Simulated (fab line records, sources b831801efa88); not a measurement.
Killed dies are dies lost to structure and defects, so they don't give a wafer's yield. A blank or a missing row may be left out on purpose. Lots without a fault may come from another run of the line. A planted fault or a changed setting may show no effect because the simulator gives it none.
fab line records | flow sky130
record lots=13 wafers=39 last_day=50
route steps=708 shown SONOS_ONO@171 GATE_OXIDE@201 LDD_P@261 LDD_HVP@288 PAD_OPEN@708
lots that met no fault: from a run of the same line without faults
start_h: hours from the record's first day to the start of the lot's first wafer shown | wait_h: hours since the lot's step before | " the same as in the row above | L1.1+2: a row that stands for several wafers | - no value, or no start given | * or withheld: withheld | < > ~ a bound
route shown NAME@n: a module of which the file shows steps, and the number in the route of the first | usual: mean/standard deviation of fault-free wafers | same: alike in all rows | chamber/n: place in a boat | sites: the reading at each site | _std_site: their standard deviation | _edge_site: outer sites' mean less inner sites' | radius_mm: how far each site lies from the wafer's centre | mask NAME#n: copy n | behind: the tool/chamber that last shaped the wafer | hold: why the lot was held/for how many hours/how that ended | device: the transistor (n, p or np) that didn't switch | end of line: the same wafers' tests at the end of the route | a step without rows: its recipe alone | killed: dies lost to structure and defects at the first sort, not the wafer's yield | map: a wafer's dies, x killed, . not, _ none there
set.NAME: the setting as run; set.NAME@STEP: as run at that earlier step | model.NAME: the simulator's own value behind a step, which no gauge read
steps of the route over a sample of lots; a table a step, a row a wafer
services: from which hour (start_h, from the record's first day; less than 0 if before it) a tool's chamber was out of use, for how many hours, and why
## steps
# step SKY_SONOS_ONO_THK_MEAS_03
# recipe reads=Si3N4_of_SONOS_ONO_CVD_02
# usual SONOS_ONO_CVD_02_THK=10.55/0.14
# columns lot.wafer tool chamber start_h wait_h SONOS_ONO_CVD_02_THK[nm]
L734.1 film_metro-02 - 264.76 0.0 10.34
L734.4 " - " " 10.35
L734.5 " - " " 10.34
L735.1 film_metro-01 - 273.31 0.0 10.44
L735.4 " - " " 10.37
L735.6 " - " " 10.44
L736.3 film_metro-04 - 303.71 0.0 10.68
L736.4 " - " " 10.68
L736.5 " - " " 10.58
L738.1 film_metro-01 - 307.29 0.0 10.41
L738.2 " - " " 10.40
L738.6 " - " " 10.39
L739.1 film_metro-02 - 307.29 0.0 10.38
L739.3 " - " " 10.34
L739.4 " - " " 10.28
L741.1 film_metro-02 - 315.20 0.0 10.33
L741.4 " - " " 10.41
L741.5 " - " " 10.48
L740.2 film_metro-04 - 315.21 0.0 10.59
L740.3 " - " " 10.71
L740.5 " - " " 10.52
L742.4 film_metro-02 - 326.61 0.0 10.53
L742.5 " - " " 10.64
L742.6 " - " " 10.57
L746.2 film_metro-01 - 349.51 0.0 10.62
L746.4 " - " " 10.64
L746.5 " - " " 10.46
L748.1 film_metro-01 - 363.83 0.0 10.48
L748.3 " - " " 10.59
L748.5 " - " " 10.55
L749.3 film_metro-02 - 372.56 0.0 10.45
L749.4 " - " " 10.36
L749.6 " - " " 10.32
L753.2 film_metro-02 - 408.87 0.0 10.78
L753.5 " - " " 10.74
L753.6 " - " " 10.86
L754.2 film_metro-04 - 417.26 0.0 10.60
L754.4 " - " " 10.82
L754.6 " - " " 10.81
# step SKY_GATE_OXIDE_TW_MEAS_14
# usual GATE_OXIDE_TW=222.9/1.2
# columns lot.wafer tool chamber start_h wait_h GATE_OXIDE_TW
L734.1 film_metro-03 - 318.50 0.1 222.4
L734.4 " - " " 222.1
L734.5 " - " " 222.4
L735.1 film_metro-02 - 335.99 0.1 223.4
L735.4 " - " " 223.8
L735.6 " - " " 224.6
L736.3 film_metro-01 - 365.98 0.1 221.8
L736.4 " - " " 224.3
L736.5 " - " " 222.3
L738.1 film_metro-03 - 365.99 0.1 221.5
L738.2 " - " " 222.9
L738.6 " - " " 223.6
L739.1 film_metro-01 - 366.56 0.1 223.7
L739.3 " - " " 223.1
L739.4 " - " " 222.6
L740.2 film_metro-03 - 374.85 0.1 222.6
L740.3 " - " " 223.0
L740.5 " - " " 221.8
L741.1 film_metro-03 - 375.14 0.1 222.3
L741.4 " - " " 223.6
L741.5 " - " " 222.9
L742.4 film_metro-03 - 388.98 0.1 222.8
L742.5 " - " " 223.7
L742.6 " - " " 222.4
L746.2 film_metro-02 - 408.42 0.1 223.4
L746.4 " - " " 225.0
L746.5 " - " " 224.0
L748.1 film_metro-03 - 423.90 0.1 221.7
L748.3 " - " " 221.6
L748.5 " - " " 221.9
L749.3 film_metro-01 - 435.29 0.1 221.2
L749.4 " - " " 220.5
L749.6 " - " " 221.8
L753.2 film_metro-02 - 475.37 0.1 223.1
L753.5 " - " " 223.2
L753.6 " - " " 223.0
L754.2 film_metro-02 - 483.45 0.1 223.4
L754.4 " - " " 224.1
L754.6 " - " " 223.8
# step SKY_LDD_P_DEVELOP_06
# recipe resist=NOVOLAK developer=TMAH develop_time_s=60 dev_temp_c=23
# usual developer_temp_C=23.01/0.095
# columns lot.wafer tool chamber start_h wait_h developer_temp_C
L734.1 litho_track-04 0 439.16 0.1 22.95
L734.4 " 0 " " 22.97
L734.5 " 0 " " 23.04
L735.1 litho_track-03 0 468.22 0.1 23.12
L735.4 " 0 " " 22.86
L735.6 " 0 " " 23.00
L738.1 litho_track-01 0 496.25 0.1 22.89
L738.2 " 0 " " 22.84
L738.6 " 0 " " 23.05
L736.3 litho_track-03 0 497.27 0.1 22.93
L736.4 " 0 " " 23.03
L736.5 " 0 " " 22.81
L739.1 litho_track-01 0 510.25 0.1 23.10
L739.3 " 0 " " 22.93
L739.4 " 0 " " 23.08
L740.2 litho_track-04 0 511.49 0.1 22.88
L740.3 " 0 " " 23.13
L740.5 " 0 " " 23.00
L741.1 litho_track-03 0 514.87 0.1 23.22
L741.4 " 0 " " 23.01
L741.5 " 0 " " 23.18
L742.4 litho_track-04 0 518.04 0.1 22.97
L742.5 " 0 " " 23.00
L742.6 " 0 " " 23.02
L746.2 litho_track-03 0 547.09 0.1 22.98
L746.4 " 0 " " 23.03
L746.5 " 0 " " 23.10
L748.1 litho_track-04 0 550.91 0.1 23.03
L748.3 " 0 " " 23.03
L748.5 " 0 " " 22.97
L749.3 litho_track-04 0 555.36 0.1 23.02
L749.4 " 0 " " 23.06
L749.6 " 0 " " 23.31
L753.2 litho_track-03 0 609.24 0.1 22.96
L753.5 " 0 " " 23.08
L753.6 " 0 " " 23.10
L754.2 litho_track-03 0 612.89 0.1 22.96
L754.4 " 0 " " 22.92
L754.6 " 0 " " 23.11
# step SKY_LDD_P_CD_MEAS_07
# recipe target_cd_nm=380
# usual cd_nm=379.4/2.1
# columns lot.wafer tool chamber start_h wait_h hold cd_nm
L734.1 cd_sem-02 - 439.31 0.1 - 381.4
L734.4 " - " " - 380.9
L734.5 " - " " - 381.8
L735.1 cd_sem-01 - 468.37 0.1 - 382.2
L735.4 " - " " - 382.0
L735.6 " - " " - 385.4
L738.1 cd_sem-02 - 496.40 0.1 - 380.4
L738.2 " - " " - 380.1
L738.6 " - " " - 379.8
L736.3 cd_sem-01 - 497.41 0.1 - 381.1
L736.4 " - " " - 380.6
L736.5 " - " " - 380.5
L739.1 cd_sem-02 - 510.40 0.1 - 378.0
L739.3 " - " " - 377.1
L739.4 " - " " - 379.4
L740.2 cd_sem-02 - 511.63 0.1 - 379.8
L740.3 " - " " - 378.5
L740.5 " - " " - 379.3
L741.1 cd_sem-02 - 515.02 0.1 - 383.9
L741.4 " - " " - 381.6
L741.5 " - " " - 381.7
L742.4 cd_sem-01 - 518.17 0.1 - 377.7
L742.5 " - " " - 379.2
L742.6 " - " " - 380.7
L746.2 cd_sem-02 - 547.24 0.1 - 379.4
L746.4 " - " " - 379.7
L746.5 " - " " - 375.9
L748.1 cd_sem-01 - 551.06 0.1 await_dispo/0.2h/release 380.6
L748.3 " - " " await_dispo/0.2h/release 393.6
L748.5 " - " " await_dispo/0.2h/release 393.6
L748.1 cd_sem-01 - 551.35 0.3 - 380.1
L748.3 " - " " - 393.3
L748.5 " - " " - 393.9
L749.3 cd_sem-01 - 555.50 0.1 await_dispo/0.2h/release 392.7
L749.4 " - " " await_dispo/0.2h/release 376.6
L749.6 " - " " await_dispo/0.2h/release 393.6
L749.3 cd_sem-01 - 555.79 0.3 - 392.6
L749.4 " - " " - 376.7
L749.6 " - " " - 394.0
L753.2 cd_sem-01 - 609.49 0.2 - 375.6
L753.5 " - " " - 379.4
L753.6 " - " " - 378.0
L754.2 cd_sem-01 - 613.04 0.1 - 380.6
L754.4 " - " " - 377.5
L754.6 " - " " - 380.1
# step SKY_LDD_HVP_TW_MEAS_10
# usual LDD_HVP_TW=455/3.2
# columns lot.wafer tool chamber start_h wait_h LDD_HVP_TW
L734.1 film_metro-04 - 511.26 0.1 459
L734.4 " - " " 457
L734.5 " - " " 457
L735.1 film_metro-03 - 540.05 0.1 452
L735.4 " - " " 453
L735.6 " - " " 454
L738.1 film_metro-04 - 551.41 0.1 461
L738.2 " - " " 459
L738.6 " - " " 460
L736.3 film_metro-04 - 551.67 0.1 456
L736.4 " - " " 458
L736.5 " - " " 460
L739.1 film_metro-03 - 569.20 0.1 452
L739.3 " - " " 452
L739.4 " - " " 449
L740.2 film_metro-03 - 570.71 0.1 447
L740.3 " - " " 449
L740.5 " - " " 451
L741.1 film_metro-03 - 574.30 0.1 452
L741.4 " - " " 449
L741.5 " - " " 451
L742.4 film_metro-02 - 578.48 0.1 457
L742.5 " - " " 456
L742.6 " - " " 458
L746.2 film_metro-04 - 606.86 0.1 459
L746.4 " - " " 459
L746.5 " - " " 459
L748.1 film_metro-04 - 609.95 0.1 457
L748.3 " - " " 458
L748.5 " - " " 460
L749.3 film_metro-03 - 614.22 0.1 454
L749.4 " - " " 454
L749.6 " - " " 454
L753.2 film_metro-04 - 667.56 0.1 457
L753.5 " - " " 457
L753.6 " - " " 459
L754.2 film_metro-03 - 670.57 0.1 454
L754.4 " - " " 453
L754.6 " - " " 455
# step SKY_PAD_OPEN_PROBE_99
# usual killed_at_M0_to_M3=42/6.1 killed_at_M4_up=3.3/1.7 killed_at_contacts=25/5.4 killed_at_front_end=16/4.6 killed_at_other=0.4/0.55 killed_dies=87/8.8 killed_on_rim=18/3.6 killed_open=47/7.1 killed_short=40/5.8
# same gross_dies=492 killed_at_back_side=0
# columns lot.wafer tool chamber start_h wait_h killed_at_M0_to_M3 killed_at_M4_up killed_at_contacts killed_at_front_end killed_at_other killed_dies killed_on_rim killed_open killed_short
L735.1 prober-01 - 1091.58 0.1 54 6 26 24 0 110 21 55 55
L735.4 prober-01 - 1091.73 0.2 50 2 31 15 0 98 21 58 40
L735.6 prober-01 - 1091.83 0.2 46 5 17 23 0 91 20 57 34
L738.1 prober-02 - 1112.18 0.1 47 4 30 19 0 100 20 49 51
L738.2 prober-02 - 1112.23 0.1 44 2 27 11 0 84 19 50 33
L738.6 prober-02 - 1112.43 0.2 32 3 27 17 1 80 12 39 41
L736.3 prober-02 - 1112.95 0.2 38 2 32 20 0 92 15 47 44
L736.4 prober-02 - 1113.00 0.2 45 1 24 23 0 93 14 50 42
L736.5 prober-02 - 1113.05 0.2 41 4 28 11 0 84 15 43 41
L741.1 prober-02 - 1122.43 0.1 50 2 26 10 1 89 18 54 34
L741.4 prober-02 - 1122.58 0.2 43 4 31 8 2 88 21 47 39
L741.5 prober-02 - 1122.63 0.2 47 2 23 10 0 82 18 36 46
L742.4 prober-02 - 1130.02 0.2 39 1 32 18 1 91 17 52 37
L742.5 prober-02 - 1130.07 0.2 38 3 29 15 0 85 15 48 35
L742.6 prober-02 - 1130.12 0.2 41 6 24 20 0 91 20 51 38
L753.2 prober-02 - 1186.92 0.1 51 1 30 21 0 103 24 58 45
L753.5 prober-02 - 1187.07 0.2 37 2 38 12 0 89 17 45 44
L753.6 prober-02 - 1187.12 0.2 38 6 23 8 0 75 10 40 35
L754.2 prober-01 - 1188.50 0.1 44 5 28 9 0 86 15 56 30
L754.4 prober-01 - 1188.60 0.2 41 4 17 22 0 84 16 44 40
L754.6 prober-01 - 1188.70 0.2 43 4 29 20 1 97 26 44 53
# killed by level:class
L735.1 VIA1:geometric_particle:open=12 CONTACT:geometric_particle:open=11 FIELD_ISO:geometric_particle:open=7 VIA1:geometric_particle:short=7 FIELD_ISO:geometric_particle:short=6 VIA3:geometric_particle:short=6 VIA3:geometric_particle:open=6 LOCAL_INTERCONNECT:geometric_particle:short=5
L735.4 CONTACT:geometric_particle:open=11 VIA1:geometric_particle:open=10 LI_CONTACT:geometric_particle:open=10 METAL1:geometric_particle:short=8 VIA2:geometric_particle:open=8 CONTACT:geometric_particle:short=7 VIA3:geometric_particle:open=7 FIELD_ISO:geometric_particle:short=5
L735.6 VIA1:geometric_particle:open=16 FIELD_ISO:geometric_particle:open=8 CONTACT:geometric_particle:open=8 VIA3:geometric_particle:open=7 VIA2:geometric_particle:open=5 LI_CONTACT:geometric_particle:open=5 METAL3:geometric_particle:short=5 METAL4:geometric_particle:short=5
L738.1 VIA1:geometric_particle:short=10 LI_CONTACT:geometric_particle:open=9 VIA1:geometric_particle:open=9 CONTACT:geometric_particle:short=6 LOCAL_INTERCONNECT:geometric_particle:short=5 VIA2:geometric_particle:open=5 FIELD_ISO:geometric_particle:short=4 POLY_GATE:geometric_particle:open=4
L738.2 VIA1:geometric_particle:open=19 LI_CONTACT:geometric_particle:open=7 CONTACT:geometric_particle:short=7 CONTACT:geometric_particle:open=5 METAL3:geometric_particle:short=5 METAL1:geometric_particle:short=4 VIA2:geometric_particle:open=4 FIELD_ISO:geometric_particle:open=3
L738.6 VIA1:geometric_particle:open=9 LOCAL_INTERCONNECT:geometric_particle:short=7 CONTACT:geometric_particle:open=7 FIELD_ISO:geometric_particle:open=6 FIELD_ISO:geometric_particle:short=5 LI_CONTACT:geometric_particle:short=5 CONTACT:geometric_particle:short=5 VIA2:geometric_particle:open=5
L736.3 CONTACT:geometric_particle:open=11 LI_CONTACT:geometric_particle:open=8 VIA1:geometric_particle:open=8 VIA1:geometric_particle:short=7 FIELD_ISO:geometric_particle:open=5 FIELD_ISO:geometric_particle:short=5 POLY_GATE:geometric_particle:short=5 CONTACT:geometric_particle:short=5
L736.4 VIA1:geometric_particle:open=13 POLY_GATE:geometric_particle:short=8 CONTACT:geometric_particle:short=8 VIA2:geometric_particle:open=7 LI_CONTACT:geometric_particle:open=7 METAL3:geometric_particle:short=6 CONTACT:geometric_particle:open=6 FIELD_ISO:geometric_particle:short=5
L736.5 CONTACT:geometric_particle:open=11 VIA1:geometric_particle:open=10 CONTACT:geometric_particle:short=6 METAL2:geometric_particle:short=6 VIA2:geometric_particle:open=6 LI_CONTACT:geometric_particle:short=5 METAL1:geometric_particle:short=5 VIA3:geometric_particle:open=5
L741.1 VIA2:geometric_particle:open=11 CONTACT:geometric_particle:open=9 VIA1:geometric_particle:open=9 VIA3:geometric_particle:open=8 LI_CONTACT:geometric_particle:open=7 METAL2:geometric_particle:short=7 VIA1:geometric_particle:short=5 CONTACT:geometric_particle:short=4
L741.4 CONTACT:geometric_particle:open=9 LI_CONTACT:geometric_particle:open=8 LOCAL_INTERCONNECT:geometric_particle:short=8 VIA3:geometric_particle:open=8 VIA3:geometric_particle:short=7 VIA1:geometric_particle:open=6 METAL1:geometric_particle:short=5 POLY_GATE:geometric_particle:short=4
L741.5 VIA2:geometric_particle:open=9 VIA3:geometric_particle:open=8 CONTACT:geometric_particle:open=7 LOCAL_INTERCONNECT:geometric_particle:short=5 METAL1:geometric_particle:short=5 METAL2:geometric_particle:short=5 VIA3:geometric_particle:short=5 POLY_GATE:geometric_particle:short=4
L742.4 CONTACT:geometric_particle:open=12 VIA1:geometric_particle:open=10 VIA3:geometric_particle:open=9 LI_CONTACT:geometric_particle:open=6 CONTACT:geometric_particle:short=6 METAL1:geometric_particle:short=6 POLY_GATE:geometric_particle:open=5 LI_CONTACT:geometric_particle:short=4
L742.5 CONTACT:geometric_particle:open=11 LI_CONTACT:geometric_particle:open=9 VIA2:geometric_particle:open=7 LI_CONTACT:geometric_particle:short=6 VIA1:geometric_particle:open=5 VIA1:geometric_particle:short=4 METAL2:geometric_particle:short=4 VIA2:geometric_particle:short=4
L742.6 VIA1:geometric_particle:open=8 LI_CONTACT:geometric_particle:open=8 CONTACT:geometric_particle:open=6 VIA3:geometric_particle:open=6 VIA2:geometric_particle:open=5 SPACER:geometric_particle:open=4 CONTACT:geometric_particle:short=4 METAL2:geometric_particle:short=4
L753.2 VIA1:geometric_particle:open=16 CONTACT:geometric_particle:open=11 CONTACT:geometric_particle:short=9 FIELD_ISO:geometric_particle:short=7 VIA3:geometric_particle:open=7 VIA1:geometric_particle:short=6 VIA2:geometric_particle:open=6 LI_CONTACT:geometric_particle:open=5
L753.5 CONTACT:geometric_particle:open=13 LI_CONTACT:geometric_particle:open=10 LOCAL_INTERCONNECT:geometric_particle:short=7 VIA3:geometric_particle:open=7 FIELD_ISO:geometric_particle:short=5 METAL1:geometric_particle:short=5 VIA1:geometric_particle:open=5 VIA1:geometric_particle:short=4
L753.6 VIA1:geometric_particle:open=12 LI_CONTACT:geometric_particle:open=10 VIA3:geometric_particle:open=6 METAL1:geometric_particle:short=5 METAL4:geometric_particle:short=5 CONTACT:geometric_particle:open=4 FIELD_ISO:geometric_particle:short=4 LI_CONTACT:geometric_particle:short=3
L754.2 CONTACT:geometric_particle:open=18 VIA1:geometric_particle:open=16 METAL2:geometric_particle:short=9 VIA2:geometric_particle:open=8 METAL4:geometric_particle:short=5 POLY_GATE:geometric_particle:open=4 CONTACT:geometric_particle:short=4 LI_CONTACT:geometric_particle:open=3
L754.4 VIA1:geometric_particle:open=11 FIELD_ISO:geometric_particle:short=7 VIA2:geometric_particle:open=7 LI_CONTACT:geometric_particle:open=5 LOCAL_INTERCONNECT:geometric_particle:short=5 POLY_GATE:geometric_particle:short=4 CONTACT:geometric_particle:open=4 VIA1:geometric_particle:short=4
L754.6 POLY_GATE:geometric_particle:short=10 LI_CONTACT:geometric_particle:open=9 VIA1:geometric_particle:open=8 CONTACT:geometric_particle:open=8 LOCAL_INTERCONNECT:geometric_particle:short=6 VIA3:geometric_particle:open=6 VIA2:geometric_particle:open=5 CONTACT:geometric_particle:short=5
## services
# columns tool chamber start_h hours kind
litho_track-04 - 552.38 - consumable_replace:filter
## key
first_sign step=SKY_LDD_P_CD_MEAS_07 reading=visit direction=added
effect step=SKY_LDD_P_CD_MEAS_07 reading=cd_nm direction=up sigmas=6.8 usual=379.4 struck=393.4
met_at SKY_LDD_P_DEVELOP_06
struck_lots L748,L749
struck_wafers L748.3,L748.5,L749.3,L749.6
tester_left_out L748,L749
not_acting_at SKY_SONOS_ONO_THK_MEAS_03,SKY_GATE_OXIDE_TW_MEAS_14,SKY_LDD_HVP_TW_MEAS_10
onset_between 518.04 550.91
fault kind=process_parameter_drift tool=litho_track-04 chamber=- onset_h=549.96 steps=SKY_LDD_P_DEVELOP_06 channel=develop_time_s offset=* shape=step end_h=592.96 scope=struck_wafers_only acts_in=* stated=*
# tester_left_out: of these lots the tester's yield and bins aren't shown, on N5 and GAA mostly nor the transistor test; their killed dies are dies lost to structure and defects alone, not to doping, threshold or leakage, so they don't give the yield
